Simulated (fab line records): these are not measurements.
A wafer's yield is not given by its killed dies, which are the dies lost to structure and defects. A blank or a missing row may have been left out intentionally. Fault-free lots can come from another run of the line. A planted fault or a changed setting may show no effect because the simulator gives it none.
Which of the tools did it? | flow gf180mcu | Sampling: 13 lots, 39 wafers, 4 of 602 route steps

## WHAT THE GAUGES SHOWED, per wafer
GF_VT_IMPLANT_OVL_MEAS_18.
lot  | measured     | on         | VT_IMPLANT_01_OVL (nm)
L475 | day 6 10:14  | overlay-02 | -3.8 -2.7 -4.7
L476 | day 6 16:44  | overlay-01 | -1.4 -1.4 -1.8
L477 | day 6 22:31  | overlay-01 | -1.4 -1.9 -2.3
L479 | day 7 08:55  | overlay-01 | 0.7 -0.6 0.5
L482 | day 8 06:10  | overlay-02 | -1.1 -2.1 -0.1
L481 | day 8 08:14  | overlay-02 | 0.2 0.8 -1.0
L485 | day 9 06:14  | overlay-02 | -3.5 -5.1 -1.2
L489 | day 10 02:29 | overlay-02 | -1.4 -0.9 -0.9
L493 | day 11 11:17 | overlay-02 | -2.0 -3.7 -1.7
L494 | day 11 19:56 | overlay-02 | 1.1 -0.6 -2.6
L495 | day 12 03:47 | overlay-01 | 0.9 1.9 -0.8
L496 | day 12 04:16 | overlay-01 | 0.2 0.4 -1.5
L497 | day 12 21:04 | overlay-02 | -3.5 -2.6 -2.6

GF_VT_IMPLANT_TW_MEAS_32.
lot  | measured     | on            | VT_IMPLANT_3_TW
L475 | day 7 00:42  | film_metro-02 | 266.6 268.3 266.9
L476 | day 7 07:38  | film_metro-02 | 266.2 267.3 268.3
L477 | day 7 13:49  | film_metro-02 | 267.4 267.2 268.2
L479 | day 8 00:34  | film_metro-02 | 264.5 265.4 266.4
L482 | day 8 22:53  | film_metro-01 | 272.0 274.3 274.8
L481 | day 9 00:59  | film_metro-01 | 271.9 272.6 272.7
L485 | day 10 00:40 | film_metro-02 | 266.0 267.9 266.1
L489 | day 10 20:31 | film_metro-01 | 271.4 271.6 270.0
L493 | day 12 06:01 | film_metro-01 | 272.8 273.6 271.2
L494 | day 12 15:38 | film_metro-03 | 272.9 271.6 271.6
L495 | day 12 22:57 | film_metro-03 | 271.3 271.8 272.8
L496 | day 12 23:50 | film_metro-01 | 271.3 272.3 270.5
L497 | day 13 17:19 | film_metro-03 | 271.7 270.9 270.6

## WHAT TOOL EACH LOT RAN ON (gives the tool, then ch and the chambers of the sampled wafers, and finally the start)
lot  | GF_NWELL_STRIP_10                   | GF_LVPWELL_EXPOSE_04
L475 | plasma_asher-03 ch 0,1, day 3 14:01 | iline_stepper-01 ch 0, day 3 20:09
L476 | plasma_asher-02 ch 0,1, day 3 19:49 | iline_stepper-01 ch 0, day 4 02:07
L477 | plasma_asher-03 ch 0,1, day 3 23:51 | iline_stepper-02 ch 0, day 4 06:23
L479 | plasma_asher-02 ch 0,1, day 4 08:53 | iline_stepper-02 ch 0, day 4 15:16
L482 | plasma_asher-03 ch 0,1, day 5 03:34 | iline_stepper-02 ch 0, day 5 10:52
L481 | plasma_asher-04 ch 0,1, day 5 05:58 | iline_stepper-01 ch 0, day 5 13:23
L485 | plasma_asher-04 ch 0,1, day 6 01:43 | iline_stepper-01 ch 0, day 6 09:04
L489 | plasma_asher-03 ch 0,1, day 6 17:29 | iline_stepper-01 ch 0, day 7 00:44
L493 | plasma_asher-02 ch 0,1, day 7 21:16 | iline_stepper-01 ch 0, day 8 04:45
L494 | plasma_asher-02 ch 0,1, day 8 03:19 | iline_stepper-02 ch 0, day 8 11:26
L495 | plasma_asher-03 ch 0,1, day 8 10:52 | iline_stepper-01 ch 0, day 8 19:27
L496 | plasma_asher-02 ch 0,1, day 8 11:56 | iline_stepper-01 ch 0, day 8 20:00
L497 | plasma_asher-04 ch 0,1, day 9 01:22 | iline_stepper-01 ch 0, day 9 09:54
- GF_NWELL_STRIP_10: strips in O2/N2.
- GF_LVPWELL_EXPOSE_04: exposes mask LVPWELL, target cd 600 nm.

## AS READ BY THE TOOLS THEMSELVES (means over the sampled wafers that have a number; for cases with no such wafer, the mark the record gives instead)
GF_NWELL_STRIP_10.
lot  | tool            | drypump_motor_current_A (A) | heater_power_w (W) | oes_product_au (a.u.) | strip_time_to_endpoint_s (s)
L475 | plasma_asher-03 | 5.4                         | 351                | 0.721                 | 37.02
L476 | plasma_asher-02 | 6.1                         | 336                | 0.724                 | 37.00
L477 | plasma_asher-03 | 5.4                         | 346                | 0.723                 | 36.98
L479 | plasma_asher-02 | 6.0                         | 372                | 0.719                 | 36.90
L482 | plasma_asher-03 | 5.4                         | 353                | 0.724                 | 36.99
L481 | plasma_asher-04 | 6.0                         | 294                | 0.719                 | 36.90
L485 | plasma_asher-04 | 6.0                         | 299                | 0.719                 | 37.14
L489 | plasma_asher-03 | 5.2                         | 353                | 0.722                 | 37.08
L493 | plasma_asher-02 | 6.1                         | 330                | 0.724                 | 36.97
L494 | plasma_asher-02 | 6.0                         | 371                | 0.723                 | 37.04
L495 | plasma_asher-03 | 5.4                         | 346                | 0.720                 | 36.77
L496 | plasma_asher-02 | 6.1                         | 329                | 0.721                 | 36.98
L497 | plasma_asher-04 | 5.8                         | 322                | 0.723                 | 36.77

## THE ANSWER, worked out from the rows above alone
Rule: the lots themselves supply what counts as usual. Put in order of their means at a reading, lots are off if they are a third of the lots or fewer, leave a main group of 4 or more, and stand apart from it by a gap of 3 or more times the standard deviation of the main group's means; of several such gaps the widest counts. A main group is skipped when, at the precision printed for the reading in the tables above, its means are all equal. A lot without any number at a reading at which 4 lots or more have one is off too. All remaining lots with rows at the step are treated as sound. After the gauges, taken in route order, come the tools' own readings; for these a lot's mean is taken, as printed above. The first step at which some lot is off is used, and at that step the reading that is off furthest; a lot without a number counts as furthest.
None of the lots is off at any reading shown; this tells nothing.

## WHAT THE SIMULATOR HAD INSERTED
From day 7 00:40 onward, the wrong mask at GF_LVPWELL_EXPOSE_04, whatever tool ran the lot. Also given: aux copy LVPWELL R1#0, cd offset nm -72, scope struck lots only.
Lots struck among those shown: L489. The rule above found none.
